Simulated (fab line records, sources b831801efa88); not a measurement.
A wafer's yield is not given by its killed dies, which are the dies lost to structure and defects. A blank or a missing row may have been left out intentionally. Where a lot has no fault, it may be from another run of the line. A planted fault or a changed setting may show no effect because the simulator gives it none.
The same fault as seen by 2 desks	flow sky130	each desk holds nothing but its own numbers, with what lay behind them at the end

## THE TOOL OWNER'S DESK: pvd-sputter-02
The tool's own readings at SKY_LI_CONTACT_SPUTTER_20 (material TiN, target thk 20 nm, time 80 s): means of the sampled wafers that have a number, for each lot that ran on this tool. If a lot's mean is further than 4 standard deviations from the usual mean, the lot is out of limits and carries the mark OUT (the distance appears in the brackets).
Columns: A = throttle-valve-pct at SKY_LI_CONTACT_SPUTTER_20, usual 29.8 %
lot	first seen here	A
L418	day 30 15:32	30.8
L429	day 34 18:02	31.3
L430	day 34 23:49	31.2
This desk's verdict: no lot among the 3 shows anything out of limits.

## METROLOGY DESK
What the gauges read for every lot (on any tool): the sampled wafers with a number, averaged. If a lot's mean is further than 4 standard deviations from the usual mean, the lot is out of limits and carries the mark OUT (the distance appears in the brackets).
Columns: A = cd-nm at SKY_LI_CONTACT_CD_MEAS_12, usual 169.7 nm; B = LI_CONTACT_OVL at SKY_LI_CONTACT_OVL_MEAS_13, usual -3 nm
lot	first seen here	A	B
L414	day 29 04:29	170.6	-4
L418	day 30 14:55	172.8	-9
L429	day 34 17:27	169.2	4
L430	day 34 23:12	170.3	-4
L433	day 35 08:49	167.8	-1
L434	day 35 12:49	169.8	-11
This desk's verdict: no lot among the 6 shows anything out of limits.

## BROUGHT TOGETHER
Nothing out of limits was seen by the tool owner's desk.
Nothing out of limits was seen by the metrology desk.

## WHAT WAS PUT IN BY THE SIMULATOR
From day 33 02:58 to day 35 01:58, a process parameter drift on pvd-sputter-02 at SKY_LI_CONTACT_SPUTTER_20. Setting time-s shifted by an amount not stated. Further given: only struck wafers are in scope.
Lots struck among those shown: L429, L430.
